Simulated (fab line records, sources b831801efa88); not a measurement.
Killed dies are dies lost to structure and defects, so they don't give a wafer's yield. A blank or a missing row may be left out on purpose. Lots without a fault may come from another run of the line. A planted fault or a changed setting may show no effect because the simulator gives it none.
Which tool did it? | flow sky130 | 13 lots, 39 wafers sampled, at 6 steps of a route of 708

WHAT THE GAUGES READ, wafer by wafer
SKY_SONOS_TUNNEL_TW_MEAS_12.
lot  | measured     | on            | SONOS_TUNNEL_TW
L356 | day 11 03:26 | film_metro-03 | 197.2 196.6 196.6
L357 | day 11 11:05 | film_metro-03 | 197.9 199.0 198.4
L361 | day 13 21:25 | film_metro-03 | 195.7 196.0 195.6
L363 | day 14 13:11 | film_metro-01 | 196.8 195.7 196.1
L370 | day 16 00:27 | film_metro-01 | 196.6 197.1 197.3
L371 | day 16 13:16 | film_metro-01 | 195.7 197.3 196.5
L372 | day 16 15:08 | film_metro-02 | 196.9 197.8 197.4
L373 | day 16 21:28 | film_metro-03 | 197.1 195.3 196.0
L374 | day 17 07:15 | film_metro-03 | 196.4 197.0 196.5
L376 | day 18 03:23 | film_metro-02 | 199.5 199.6 198.1
L377 | day 18 11:55 | film_metro-02 | 198.5 199.1 199.8
L378 | day 18 16:16 | film_metro-03 | 196.1 196.0 195.8
L379 | day 18 22:24 | film_metro-01 | 196.3 196.8 196.8

SKY_SD_P_CD_MEAS_07: target cd 380 nm.
lot  | measured     | on        | cd_nm (nm)
L356 | day 24 23:31 | cd_sem-02 | 378.4 378.8 376.4
L357 | day 25 06:18 | cd_sem-02 | 380.8 382.3 381.1
L361 | day 28 03:40 | cd_sem-01 | - - -
L363 | day 28 19:14 | cd_sem-02 | 376.1 378.7 375.0
L370 | day 30 10:35 | cd_sem-02 | 378.0 379.0 380.9
L371 | day 30 18:14 | cd_sem-01 | 382.3 383.1 381.5
L372 | day 31 00:05 | cd_sem-02 | 378.2 376.5 377.2
L373 | day 31 04:53 | cd_sem-02 | 381.1 378.6 380.8
L374 | day 31 12:35 | cd_sem-01 | 377.0 373.1 375.7
L376 | day 32 09:37 | cd_sem-01 | 375.2 374.4 374.8
L377 | day 32 15:17 | cd_sem-01 | 377.6 377.8 375.5
L378 | day 32 19:56 | cd_sem-01 | 382.2 382.7 379.4
L379 | day 33 03:32 | cd_sem-01 | 376.7 377.4 380.7

SKY_SD_P_TW_MEAS_11.
lot  | measured     | on            | SD_P_TW
L356 | day 24 23:55 | film_metro-04 | 2857 2845 2857
L357 | day 25 06:41 | film_metro-01 | 2867 2850 2868
L361 | day 28 04:04 | film_metro-04 | 30 30 30
L363 | day 28 19:38 | film_metro-02 | 2846 2855 2878
L370 | day 30 11:00 | film_metro-01 | 2832 2834 2823
L371 | day 30 18:38 | film_metro-02 | 2857 2848 2857
L372 | day 31 00:31 | film_metro-04 | 2896 2884 2884
L373 | day 31 05:18 | film_metro-02 | 2828 2835 2823
L374 | day 31 12:59 | film_metro-01 | 2832 2855 2841
L376 | day 32 10:01 | film_metro-04 | 2883 2883 2895
L377 | day 32 15:42 | film_metro-01 | 2820 2816 2830
L378 | day 32 20:22 | film_metro-02 | 2868 2847 2868
L379 | day 33 03:57 | film_metro-02 | 2868 2855 2864

SKY_SD_N_OVL_MEAS_08.
lot  | measured     | on         | SD_N_OVL (nm)
L356 | day 27 10:58 | overlay-01 | 1.5 2.1 2.6
L357 | day 27 17:07 | overlay-01 | 0.9 2.8 1.6
L361 | day 30 12:13 | overlay-02 | 0.7 2.2 2.8
L363 | day 31 03:07 | overlay-02 | 1.4 2.3 2.1
L370 | day 32 18:57 | overlay-01 | 0.6 3.1 2.0
L371 | day 33 01:10 | overlay-01 | 4.0 2.6 4.1
L372 | day 33 07:25 | overlay-01 | -0.2 1.7 1.8
L373 | day 33 11:27 | overlay-02 | 1.4 2.2 1.6
L374 | day 33 18:34 | overlay-01 | 2.2 3.4 0.9
L376 | day 34 15:25 | overlay-02 | -0.2 -0.3 -0.1
L377 | day 34 20:40 | overlay-02 | 1.9 1.0 1.1
L378 | day 35 02:00 | overlay-02 | 2.0 0.9 2.5
L379 | day 35 08:53 | overlay-01 | 3.4 4.0 3.1

SKY_SD_N_RS_MEAS_16: measures by four-point-probe.
lot  | measured     | on            | SD_N_RS (ohm/sq)
L356 | day 27 11:44 | film_metro-04 | 68.47 68.63 68.48
L357 | day 27 17:50 | film_metro-01 | 68.48 68.59 68.54
L361 | day 30 12:57 | film_metro-01 | 68.32 68.38 68.51
L363 | day 31 03:50 | film_metro-01 | 68.49 68.48 68.50
L370 | day 32 19:40 | film_metro-02 | 68.78 68.70 68.89
L371 | day 33 01:53 | film_metro-04 | 68.43 68.30 68.55
L372 | day 33 08:08 | film_metro-02 | 68.61 68.49 68.78
L373 | day 33 12:10 | film_metro-02 | 68.72 68.83 68.66
L374 | day 33 19:17 | film_metro-04 | 68.37 68.30 68.37
L376 | day 34 16:08 | film_metro-04 | 68.50 68.53 68.46
L377 | day 34 21:23 | film_metro-01 | 68.63 68.43 68.34
L378 | day 35 02:46 | film_metro-02 | 68.65 68.66 68.53
L379 | day 35 09:36 | film_metro-04 | 68.62 68.57 68.61

WHICH TOOL RAN EACH LOT (tool, then ch and the chambers of the sampled wafers, then the start)
lot  | SKY_SD_P_EXPOSE_04
L356 | iline_stepper-02 ch 0, day 24 08:46
L357 | iline_stepper-02 ch 0, day 24 15:14
L361 | iline_stepper-01 ch 0, day 27 13:50
L363 | iline_stepper-02 ch 0, day 28 05:25
L370 | iline_stepper-01 ch 0, day 29 21:12
L371 | iline_stepper-01 ch 0, day 30 04:04
L372 | iline_stepper-01 ch 0, day 30 10:29
L373 | iline_stepper-01 ch 0, day 30 14:35
L374 | iline_stepper-02 ch 0, day 30 22:28
L376 | iline_stepper-02 ch 0, day 31 20:07
L377 | iline_stepper-01 ch 0, day 32 02:01
L378 | iline_stepper-01 ch 0, day 32 06:55
L379 | iline_stepper-01 ch 0, day 32 14:22
- SKY_SD_P_EXPOSE_04: exposes mask PSDM, target cd 380 nm.

WHAT THE TOOLS THEMSELVES READ (means of the sampled wafers that have a number; where no wafer has one, the mark that the record gives instead)
The record holds no such reading with a usual standard deviation.

THE ANSWER, worked out from the rows above alone
Rule: what is usual is taken from the lots themselves. Put in order of their means at a reading, lots are off if they are a third of the lots or fewer, leave a main group of 4 or more, and stand apart from it by a gap of 3 or more times the standard deviation of the main group's means; of several such gaps the widest counts. A main group whose means are all the same, to the digits that the tables above print for the reading, isn't used. A lot without any number at a reading at which 4 lots or more have one is off too. The other lots that the step has rows for count as sound. The gauges are gone through in route order, then the tools' own readings, and for those a lot's mean is taken as printed above. The first step at which some lot is off is used, and at that step the reading that is off furthest; a lot without a number counts as furthest.
Off: L361, at SKY_SD_P_CD_MEAS_07 (cd_nm). Without a number there: L361. The main group: mean 378.5 nm, standard deviation 2.4.
A tool fits if, at a process step before that reading, it ran every lot that is off, and no sound lot after the first of them. The gauges at SKY_SD_P_CD_MEAS_07 aren't tried: what is off there is off at SKY_SD_P_TW_MEAS_11 too, on other tools, and a gauge's error can't cause that. None of those tried fits.

WHAT THE SIMULATOR HAD PUT IN
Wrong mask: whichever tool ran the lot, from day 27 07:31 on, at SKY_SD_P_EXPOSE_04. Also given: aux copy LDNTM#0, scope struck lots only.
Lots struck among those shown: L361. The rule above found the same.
